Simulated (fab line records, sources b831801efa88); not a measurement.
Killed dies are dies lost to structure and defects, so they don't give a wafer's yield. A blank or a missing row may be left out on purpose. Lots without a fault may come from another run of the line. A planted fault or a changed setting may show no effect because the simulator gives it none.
fab line records | flow sky130
record lots=12 wafers=35 last_day=50
route steps=708 shown NWELL@82 LDD_N@248 POLY_CUT@318
lots that met no fault: from a run of the same line without faults
start_h: hours from the record's first day to the start of the lot's first wafer shown | wait_h: hours since the lot's step before | " the same as in the row above | L1.1+2: a row that stands for several wafers | - no value, or no start given | * or withheld: withheld | < > ~ a bound
route shown NAME@n: a module of which the file shows steps, and the number in the route of the first | usual: mean/standard deviation of fault-free wafers | same: alike in all rows | chamber/n: place in a boat | sites: the reading at each site | _std_site: their standard deviation | _edge_site: outer sites' mean less inner sites' | radius_mm: how far each site lies from the wafer's centre | mask NAME#n: copy n | behind: the tool/chamber that last shaped the wafer | hold: why the lot was held/for how many hours/how that ended | device: the transistor (n, p or np) that didn't switch | end of line: the same wafers' tests at the end of the route | a step without rows: its recipe alone | killed: dies lost to structure and defects at the first sort, not the wafer's yield | map: a wafer's dies, x killed, . not, _ none there
set.NAME: the setting as run; set.NAME@STEP: as run at that earlier step | model.NAME: the simulator's own value behind a step, which no gauge read
steps of the route over a sample of lots; a table a step, a row a wafer
services: from which hour (start_h, from the record's first day; less than 0 if before it) a tool's chamber was out of use, for how many hours, and why
## steps
# step SKY_NWELL_RS_MEAS_29
# recipe thk_meas_gauge=four-point-probe
# usual NWELL_RS=632.9/1.7
# columns lot.wafer tool chamber start_h wait_h NWELL_RS[ohm/sq]
L513.4 film_metro-01 - 121.84 0.1 631.3
L513.5 " - " " 631.2
L513.6 " - " " 630.2
L516.1 film_metro-03 - 136.27 0.1 634.0
L516.3 " - " " 633.3
L516.6 " - " " 633.8
L517.3 film_metro-03 - 142.81 0.1 631.7
L517.4 " - " " 631.0
L517.6 " - " " 630.8
L525.4 film_metro-03 - 193.62 0.1 631.8
L525.5 " - " " 633.5
L525.6 " - " " 629.9
L527.1 film_metro-01 - 202.81 0.1 631.0
L527.2 " - " " 632.3
L527.5 " - " " 630.8
L528.1 film_metro-03 - 207.12 0.1 632.0
L528.2 " - " " 632.1
L528.3 " - " " 631.2
L529.2 film_metro-03 - 213.83 0.1 633.1
L529.5 " - " " 633.4
L530.1 film_metro-01 - 219.21 0.1 632.2
L530.3 " - " " 631.6
L530.5 " - " " 631.5
L531.2 film_metro-03 - 224.14 0.1 632.9
L531.4 " - " " 633.0
L531.6 " - " " 632.2
L532.2 film_metro-03 - 229.23 0.1 632.7
L532.4 " - " " 632.1
L532.6 " - " " 632.8
L533.1 film_metro-01 - 234.67 0.1 633.4
L533.4 " - " " 634.6
L533.5 " - " " 635.2
L534.1 film_metro-03 - 250.47 0.1 632.9
L534.2 " - " " 632.1
L534.4 " - " " 632.4
# step SKY_LDD_N_IMPLANT_11
# recipe species=As energy_kev=20 dose_cm2=7.5e+13 tilt_deg=withheld rotation_deg=293
# usual dose_ions_cm2=7.501e+13/7.5e+10 end_station_pressure_torr=5.4e-06/2.7e-07 faraday_current_uA=424/8.9
# columns lot.wafer tool chamber start_h wait_h dose_ions_cm2 end_station_pressure_torr faraday_current_uA
L513.4 implanter-02 0 422.83 0.1 7.513e+13 5.25e-06 422
L513.5 " 0 " " 7.501e+13 5.37e-06 403
L513.6 " 0 " " 7.501e+13 5.31e-06 419
L516.1 implanter-01 0 449.71 0.1 8.44e+13 5.7e-06 492
L516.3 " 0 " " 8.444e+13 5.4e-06 475
L516.6 " 0 " " 8.432e+13 5.4e-06 478
L517.3 implanter-01 0 456.63 0.1 8.431e+13 5.21e-06 471
L517.4 " 0 " " 8.432e+13 5.91e-06 481
L517.6 " 0 " " 8.448e+13 5.71e-06 462
L525.4 implanter-01 0 532.02 0.1 7.487e+13 5.39e-06 429
L525.5 " 0 " " 7.489e+13 5.21e-06 415
L525.6 " 0 " " 7.495e+13 4.77e-06 424
L527.1 implanter-01 0 542.90 0.1 7.502e+13 5.61e-06 427
L527.2 " 0 " " 7.51e+13 5.37e-06 419
L527.5 " 0 " " 7.516e+13 5.94e-06 432
L530.1 implanter-04 0 591.61 0.1 7.493e+13 5.42e-06 440
L530.3 " 0 " " 7.508e+13 5.36e-06 429
L530.5 " 0 " " 7.496e+13 5.22e-06 426
L531.2 implanter-04 0 592.83 0.1 7.512e+13 5.19e-06 425
L531.4 " 0 " " 7.497e+13 5.45e-06 433
L531.6 " 0 " " 7.493e+13 5.4e-06 420
L528.1 implanter-02 0 593.17 0.1 7.497e+13 5.52e-06 419
L528.2 " 0 " " 7.507e+13 5.63e-06 422
L528.3 " 0 " " 7.494e+13 5.72e-06 422
L532.2 implanter-04 0 594.03 0.1 7.495e+13 5.65e-06 422
L532.4 " 0 " " 7.497e+13 5.35e-06 429
L532.6 " 0 " " 7.509e+13 5.31e-06 439
L529.2 implanter-01 0 594.22 0.1 7.502e+13 5.74e-06 406
L529.5 " 0 " " 7.494e+13 5.61e-06 414
L533.1 implanter-02 0 594.43 0.1 7.5e+13 5.4e-06 428
L533.4 " 0 " " 7.503e+13 5.45e-06 426
L533.5 " 0 " " 7.5e+13 5.17e-06 438
L534.1 implanter-02 0 605.25 0.1 7.502e+13 5.58e-06 421
L534.2 " 0 " " 7.497e+13 5.25e-06 444
L534.4 " 0 " " 7.496e+13 5.98e-06 425
# step SKY_POLY_CUT_ETCH_11
# recipe target=Si3N4 chemistry=CF4/CH2F2/Ar stop_on=poly-Si source_w=600 bias_w=150 pressure_mtorr=40 cf4_flow_sccm=40 ch2f2_flow_sccm=20 Ar_flow_sccm=150 time_s=42.5 target_depth_a=600
# usual drypump_motor_current_A=5.8/0.49 oes_product_au=0.830/0.0066 throttle_valve_pct=14.994/0.009
# columns lot.wafer tool chamber start_h wait_h drypump_motor_current_A oes_product_au rf_hours_counter_h throttle_valve_pct
L513.4 rie_diel-02 2 581.13 0.0 6.3 0.828 3 14.996
L513.5 " 0 " " 5.6 0.827 - 14.981
L513.6 " 1 " " 6.7 0.825 - 14.971
L516.1 rie_diel-02 2 604.87 0.0 6.3 0.817 4 14.992
L516.3 " 1 " " 6.7 0.820 4 15.005
L516.6 " 3 " " 6.0 0.821 - 14.999
L517.3 rie_diel-04 2 611.78 0.0 5.6 0.828 54 14.998
L517.4 " 0 " " 5.1 0.841 9 15.005
L517.6 " 3 " " 6.3 0.819 - 14.984
L525.4 rie_diel-01 0 682.13 0.0 6.2 0.822 23 14.998
L525.5 " 1 " " 5.6 0.826 - 15.003
L525.6 " 0 " " 6.2 0.836 - 14.999
L527.1 rie_diel-02 2 692.23 0.0 6.3 0.830 5 15.005
L527.2 " 3 " " 6.0 0.827 26 14.977
L527.5 " 0 " " 5.5 0.833 - 14.999
L530.1 rie_diel-01 3 737.98 0.0 5.4 0.836 10 14.981
L530.3 " 0 " " 6.2 0.836 25 14.999
L530.5 " 0 " " 6.2 0.830 - 14.990
L531.2 rie_diel-04 1 738.71 0.0 5.8 0.824 11 15.000
L531.4 " 0 " " 5.1 0.829 13 14.987
L531.6 " 2 " " 5.6 0.830 - 14.971
L528.1 rie_diel-02 1 739.37 0.0 6.7 0.817 7 14.992
L528.2 " 0 " " 5.5 0.833 1 14.988
L528.3 " 3 " " 5.9 0.828 27 14.981
L532.2 rie_diel-01 2 740.82 0.0 5.0 0.833 14 14.994
L532.4 " 0 " " 6.2 0.822 25 14.996
L532.6 " 2 " " 5.0 0.829 - 14.996
L529.2 rie_diel-04 1 740.93 0.0 5.8 0.833 11 14.988
L529.5 " 0 " " 5.1 0.840 - 14.986
L533.1 rie_diel-02 1 741.77 0.0 6.7 0.823 7 14.974
L533.4 " 2 " " 6.3 0.823 6 14.991
L533.5 " 2 " " 6.3 0.818 - 15.005
L534.1 rie_diel-01 0 750.96 0.0 6.2 0.841 25 14.997
L534.2 " 1 " " 5.6 0.835 5 14.990
L534.4 " 2 " " 5.0 0.842 14 14.997
# step SKY_POLY_CUT_STRIP_12
# recipe chemistry=O2/N2 power_w=1400 pressure_mtorr=1500 platen_temp_c=withheld o2_flow_sccm=3000 n2_flow_sccm=300 overash_fraction=0.5
# usual drypump_motor_current_A=5.9/0.56 n2_flow_sccm=300.0/0.9 oes_product_au=0.452/0.0049 strip_time_to_endpoint_s=5.357/0.018
# columns lot.wafer tool chamber start_h wait_h drypump_motor_current_A n2_flow_sccm oes_product_au rf_hours_counter_h strip_time_to_endpoint_s
L513.4 plasma_asher-03 0 581.20 0.1 6.1 301.2 0.450 - 5.335
L513.5 " 0 " " 6.1 301.4 0.448 - 5.348
L513.6 " 1 " " 5.1 300.4 0.451 - 5.340
L516.1 plasma_asher-01 1 604.91 0.0 5.5 299.5 0.455 50 5.324
L516.3 " 1 " " 5.5 299.0 0.451 - 5.341
L516.6 " 0 " " 6.6 300.0 0.454 - 5.339
L517.3 plasma_asher-03 0 611.85 0.1 6.1 299.0 0.450 - 5.333
L517.4 " 1 " " 5.1 299.8 0.457 - 5.358
L517.6 " 1 " " 5.1 301.1 0.443 - 5.351
L525.4 plasma_asher-01 0 682.20 0.1 6.7 299.4 0.449 - 5.383
L525.5 " 0 " " 6.6 299.4 0.446 - 5.390
L525.6 " 1 " " 5.5 300.2 0.451 - 5.406
L527.1 plasma_asher-01 1 692.27 0.0 5.5 301.0 0.451 60 5.342
L527.2 " 0 " " 6.6 300.3 0.453 60 5.324
L527.5 " 0 " " 6.6 299.6 0.448 - 5.325
L530.1 plasma_asher-01 1 738.02 0.0 5.5 299.7 0.446 64 5.380
L530.3 " 1 " " 5.5 299.1 0.454 - 5.368
L530.5 " 0 " " 6.7 299.5 0.450 - 5.377
L531.2 plasma_asher-01 0 738.75 0.0 6.6 302.1 0.444 64 5.335
L531.4 " 0 " " 6.6 300.5 0.449 - 5.342
L531.6 " 0 " " 6.6 301.1 0.453 - 5.334
L528.1 plasma_asher-03 0 739.41 0.0 6.1 298.3 0.454 90 5.362
L528.2 " 1 " " 5.1 299.8 0.456 90 5.351
L528.3 " 0 " " 6.1 299.3 0.448 - 5.356
L532.2 plasma_asher-01 0 740.86 0.0 6.6 300.0 0.462 65 5.367
L532.4 " 0 " " 6.6 299.9 0.456 - 5.374
L532.6 " 0 " " 6.6 299.7 0.452 - 5.339
L529.2 plasma_asher-03 0 740.97 0.0 6.1 300.3 0.448 90 5.350
L529.5 " 0 " " 6.1 299.5 0.448 - 5.363
L533.1 plasma_asher-01 0 741.81 0.0 6.7 298.8 0.461 65 5.382
L533.4 " 0 " " 6.6 299.3 0.451 - 5.374
L533.5 " 0 " " 6.6 299.5 0.443 - 5.384
L534.1 plasma_asher-01 1 751.00 0.0 5.5 301.0 0.443 66 5.348
L534.2 " 0 " " 6.6 300.5 0.454 66 5.345
L534.4 " 1 " " 5.5 300.7 0.451 - 5.337
## services
# columns tool chamber start_h hours kind
implanter-02 - 400.61 4.0 pm
plasma_asher-01 - 404.60 1.0 repair
rie_diel-02 2 446.33 7.6 repair
implanter-01 - 451.33 4.0 repair
rie_diel-02 1 455.93 1.5 repair
rie_diel-01 - 467.04 2.8 pm
rie_diel-01 - 483.97 1.0 repair
plasma_asher-03 - 510.24 28.1 pm
rie_diel-02 0 511.12 2.8 repair
plasma_asher-03 - 542.06 0.7 repair
rie_diel-01 2 553.64 15.2 repair
plasma_asher-03 - 586.73 3.1 repair
implanter-01 - 588.52 5.1 pm
implanter-02 - 589.38 3.3 repair
rie_diel-02 - 620.15 0.3 repair
rie_diel-02 2 624.10 4.5 repair
plasma_asher-03 - 629.14 1.8 repair
implanter-02 - 645.85 1.7 repair
plasma_asher-03 - 654.65 7.1 repair
rie_diel-01 3 686.73 1.7 repair
rie_diel-01 3 694.75 5.0 repair
plasma_asher-01 - 705.27 3.0 repair
rie_diel-01 1 708.59 7.1 repair
rie_diel-02 2 720.69 4.6 repair
## key
first_sign step=SKY_LDD_N_IMPLANT_11 reading=dose_ions_cm2 direction=up sigmas=99+ usual=* struck=*
effect step=SKY_LDD_N_IMPLANT_11 reading=faraday_current_uA direction=up sigmas=5.9 usual=424 struck=477
met_at SKY_LDD_N_IMPLANT_11
struck_lots L516,L517
tester_left_out L516,L517
not_acting_at SKY_NWELL_RS_MEAS_29,SKY_POLY_CUT_ETCH_11,SKY_POLY_CUT_STRIP_12
fault kind=process_parameter_drift tool=implanter-01 chamber=- onset_h=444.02 steps=SKY_LDD_N_IMPLANT_11 channel=dose_cm2 offset=* shape=step end_h=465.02 acts_in=* stated=*
# tester_left_out: of these lots the tester's yield and bins aren't shown, on N5 and GAA mostly nor the transistor test; their killed dies are dies lost to structure and defects alone, not to doping, threshold or leakage, so they don't give the yield
